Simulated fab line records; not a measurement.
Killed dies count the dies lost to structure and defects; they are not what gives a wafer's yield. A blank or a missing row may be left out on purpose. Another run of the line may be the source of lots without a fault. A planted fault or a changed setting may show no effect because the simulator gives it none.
Which tool is to blame? ; flow gf180mcu ; 24 lots with 72 wafers sampled at 6 steps, on a route of 602 steps

== WHAT THE GAUGES READ, wafer by wafer ==
GF_CONTACT_OVL_MEAS_15. Usual: for CONTACT_OVL the level is -6 nm and the standard deviation is 5.7.
lot;measured;on;CONTACT_OVL (nm);flag
L074;day 15 10:47;overlay-01;-7 -10 -9;
L075;day 15 17:29;overlay-02;0 1 -1;
L077;day 16 19:46;overlay-02;-6 -9 -8;
L076;day 16 21:11;overlay-02;-1 -3 1;
L078;day 17 07:15;overlay-02;-12 -14 -16;
L079;day 17 14:09;overlay-02;-2 3 1;
L080;day 17 20:05;overlay-01;0 -3 -5;
L081;day 18 15:54;overlay-02;-15 -14 -23;
L082;day 18 19:11;overlay-01;-1 -7 -6;
L083;day 18 20:11;overlay-02;-10 -8 -13;
L084;day 19 00:48;overlay-01;-12 -13 -8;
L085;day 19 07:37;overlay-02;-3 -5 -6;
L086;day 19 19:35;overlay-01;-9 -2 -14;
L087;day 20 13:23;overlay-01;1 -4 -2;
L088;day 20 15:35;overlay-02;-6 -5 1;
L089;day 21 02:17;overlay-02;-8 -10 -7;
L090;day 21 08:55;overlay-01;-3 0 -8;
L091;day 21 21:38;overlay-01;-7 -1 -11;
L092;day 22 01:32;overlay-02;1 6 1;
L093;day 22 12:22;overlay-01;-8 -8 -1;
L095;day 23 01:17;overlay-02;-1 -3 -4;
L094;day 23 02:10;overlay-02;-14 -11 -7;
L096;day 23 07:49;overlay-02;1 -6 -6;
L097;day 23 21:11;overlay-02;-10 -12 -9;

GF_M3_THK_MEAS_06: measures by xrf. Usual: for M3_ALCU_THK the level is 456 nm and the standard deviation is 5.2.
lot;measured;on;M3_ALCU_THK (nm);flag
L074;day 19 14:29;film_metro-01;453 465 460;
L075;day 19 21:08;film_metro-02;453 462 452;
L077;day 21 02:20;film_metro-02;461 457 458;
L076;day 21 04:49;film_metro-02;455 459 453;
L078;day 21 13:23;film_metro-01;446 457 445;
L079;day 21 22:03;film_metro-02;454 458 456;
L080;day 22 03:35;film_metro-03;450 454 447;
L081;day 22 21:58;film_metro-03;452 454 449;
L082;day 23 02:35;film_metro-01;463 463 448;
L083;day 23 03:16;film_metro-02;463 462 461;
L084;day 23 06:47;film_metro-02;462 462 460;
L085;day 23 14:09;film_metro-01;449 453 450;
L086;day 24 01:15;film_metro-01;455 456 455;
L087;day 24 19:46;film_metro-01;456 460 451;
L088;day 24 21:27;film_metro-01;450 450 449;
L089;day 25 08:04;film_metro-01;466 453 469;
L090;day 25 13:25;film_metro-03;457 459 460;
L091;day 26 01:59;film_metro-01;460 451 463;
L092;day 26 05:29;film_metro-02;447 453 448;
L093;day 26 13:04;film_metro-01;453 471 457;
L095;day 27 01:49;film_metro-03;466 462 459;
L094;day 27 03:28;film_metro-02;459 463 453;
L096;day 27 08:53;film_metro-02;454 454 458;
L097;day 27 20:04;film_metro-02;461 449 456;

GF_M4_THK_MEAS_06: measures by xrf. Usual: for M4_ALCU_THK the level is 457 nm and the standard deviation is 5.2.
lot;measured;on;M4_ALCU_THK (nm);flag
L074;day 21 14:59;film_metro-04;456 457 456;
L075;day 22 01:10;film_metro-04;460 460 459;
L077;day 23 06:18;film_metro-01;459 456 456;
L076;day 23 08:06;film_metro-04;460 456 457;
L078;day 23 16:17;film_metro-04;460 467 463;
L079;day 24 00:13;film_metro-02;464 453 456;
L080;day 24 06:14;film_metro-01;465 462 460;
L081;day 24 23:56;film_metro-01;455 458 458;
L082;day 25 03:13;film_metro-02;462 460 461;
L083;day 25 03:55;film_metro-04;449 451 450;
L084;day 25 07:08;film_metro-01;455 449 462;
L085;day 25 14:11;film_metro-04;450 450 451;
L086;day 26 02:16;film_metro-01;460 460 461;
L087;day 26 17:43;film_metro-04;466 454 461;
L088;day 26 19:18;film_metro-01;449 452 452;
L089;day 27 06:42;film_metro-01;451 457 456;
L090;day 27 10:44;film_metro-01;456 453 461;
L091;day 27 22:46;film_metro-01;459 460 449;
L092;day 28 02:00;film_metro-01;458 461 465;
L093;day 28 08:44;film_metro-01;456 456 460;
L095;day 28 20:33;film_metro-01;469 461 463;
L094;day 28 22:25;film_metro-04;456 448 449;
L096;day 29 03:59;film_metro-04;452 455 457;
L097;day 29 12:37;film_metro-04;452 456 445;

GF_M4_OVL_MEAS_15. Usual: for M4_OVL the level is -1 nm and the standard deviation is 5.5.
lot;measured;on;M4_OVL (nm);flag
L074;day 22 15:17;overlay-02;-6 -7 -3;
L075;day 23 00:49;overlay-02;11 4 5;
L077;day 24 05:14;overlay-02;-9 -1 -3;
L076;day 24 06:54;overlay-02;2 -1 -1;
L078;day 24 14:55;overlay-01;-4 -4 -10;
L079;day 24 23:16;overlay-01;2 4 -3;
L080;day 25 04:55;overlay-02;7 0 -1;
L081;day 25 22:01;overlay-02;3 0 -1;
L082;day 26 00:41;overlay-02;3 1 -4;
L083;day 26 02:17;overlay-02;5 7 9;
L084;day 26 04:37;overlay-02;-2 2 -2;
L085;day 26 11:59;overlay-02;0 2 4;
L086;day 26 23:40;overlay-01;4 0 4;
L087;day 27 14:10;overlay-02;3 -2 -1;
L088;day 27 15:49;overlay-02;1 3 -3;
L089;day 28 03:29;overlay-01;-13 -2 -8;
L090;day 28 06:28;overlay-02;1 5 0;
L091;day 28 18:16;overlay-01;-5 -2 -6;
L092;day 28 21:22;overlay-01;3 6 5;
L093;day 29 02:41;overlay-01;6 2 8;
L095;day 29 15:16;overlay-01;-4 -5 -5;
L094;day 29 17:10;overlay-02;-14 -9 -4;
L096;day 29 22:56;overlay-01;-4 -2 0;
L097;day 30 06:05;overlay-02;-11 0 -10;

GF_V4_BOW_MEAS_05. Usual: for V4_BOW the level is 132 um and the standard deviation is 10.
lot;measured;on;V4_BOW (um);flag
L074;day 22 16:34;film_metro-03;147 154 147;
L075;day 23 02:05;film_metro-02;107 118 121;
L077;day 24 06:31;film_metro-02;132 131 142;
L076;day 24 08:10;film_metro-03;125 133 139;
L078;day 24 16:19;film_metro-02;132 135 141;
L079;day 25 00:32;film_metro-04;146 134 129;
L080;day 25 06:11;film_metro-04;132 117 120;
L081;day 25 23:18;film_metro-04;144 127 139;
L082;day 26 02:13;film_metro-02;134 142 148;
L083;day 26 03:38;film_metro-04;150 140 136;
L084;day 26 05:54;film_metro-03;136 115 128;
L085;day 26 13:26;film_metro-02;128 122 117;
L086;day 27 01:01;film_metro-04;129 111 123;
L087;day 27 15:33;film_metro-04;132 116 106;
L088;day 27 17:05;film_metro-04;141 141 140;
L089;day 28 05:09;film_metro-03;120 122 134;
L090;day 28 07:49;film_metro-03;135 128 139;
L091;day 28 19:35;film_metro-02;114 123 125;
L092;day 28 22:49;film_metro-03;131 132 137;
L093;day 29 03:57;film_metro-03;128 134 138;
L095;day 29 16:31;film_metro-02;117 133 112;
L094;day 29 18:27;film_metro-04;134 128 140;
L096;day 30 01:02;film_metro-03;150 128 157;
L097;day 30 07:22;film_metro-03;133 139 139;

== WHAT TOOL EACH LOT RAN ON (gives the tool, then ch and the chambers of the sampled wafers, and finally the start) ==
lot;GF_M4_SPUTTER_02
L074;pvd_sputter-02, day 21 14:47
L075;pvd_sputter-03, day 22 00:57
L077;pvd_sputter-03, day 23 06:05
L076;pvd_sputter-03, day 23 07:53
L078;pvd_sputter-04, day 23 16:04
L079;pvd_sputter-04, day 24 00:00
L080;pvd_sputter-03, day 24 06:01
L081;pvd_sputter-04, day 24 23:43
L082;pvd_sputter-03, day 25 03:01
L083;pvd_sputter-02, day 25 03:43
L084;pvd_sputter-04, day 25 06:55
L085;pvd_sputter-02, day 25 13:58
L086;pvd_sputter-03, day 26 02:03
L087;pvd_sputter-04, day 26 17:30
L088;pvd_sputter-02, day 26 19:05
L089;pvd_sputter-02, day 27 06:29
L090;pvd_sputter-04, day 27 10:31
L091;pvd_sputter-04, day 27 22:32
L092;pvd_sputter-03, day 28 01:47
L093;pvd_sputter-03, day 28 08:32
L095;pvd_sputter-03, day 28 20:20
L094;pvd_sputter-04, day 28 22:13
L096;pvd_sputter-03, day 29 03:47
L097;pvd_sputter-04, day 29 12:23
- GF_M4_SPUTTER_02: material AlCu, target thk 450 nm, time 23.9 s.

== AS READ BY THE TOOLS THEMSELVES (means over the sampled wafers that have a number; for cases with no such wafer, the mark the record gives instead) ==
GF_M4_SPUTTER_02. Usual: 30.4 % for throttle_valve_pct, sd 0.89.
lot;tool;throttle_valve_pct (%);flag
L074;pvd_sputter-02;29.9;
L075;pvd_sputter-03;30.2;
L077;pvd_sputter-03;31.2;
L076;pvd_sputter-03;30.5;
L078;pvd_sputter-04;29.3;
L079;pvd_sputter-04;30.5;
L080;pvd_sputter-03;31.3;
L081;pvd_sputter-04;30.4;
L082;pvd_sputter-03;31.1;
L083;pvd_sputter-02;29.4;
L084;pvd_sputter-04;30.0;
L085;pvd_sputter-02;30.5;
L086;pvd_sputter-03;30.7;
L087;pvd_sputter-04;30.1;
L088;pvd_sputter-02;29.3;
L089;pvd_sputter-02;29.4;
L090;pvd_sputter-04;30.4;
L091;pvd_sputter-04;29.3;
L092;pvd_sputter-03;30.5;
L093;pvd_sputter-03;31.2;
L095;pvd_sputter-03;30.8;
L094;pvd_sputter-04;30.5;
L096;pvd_sputter-03;31.0;
L097;pvd_sputter-04;29.9;

== THE ANSWER, worked out from the rows above alone ==
Rule: a lot is off if the mean of its wafers that have a number lies more than 3 standard deviations from the usual mean. Also off: a lot with no number at a reading for which 4 or more lots have one. The other lots that the step has rows for count as sound. After the gauges, taken in route order, come the tools' own readings; for these a lot's mean is taken, as printed above. At the first step where some lot is off, the reading lying furthest off is the one used; lots without a number count as furthest.
None of the lots is off at any reading shown; this tells nothing.

== WHAT THE SIMULATOR HAD INSERTED ==
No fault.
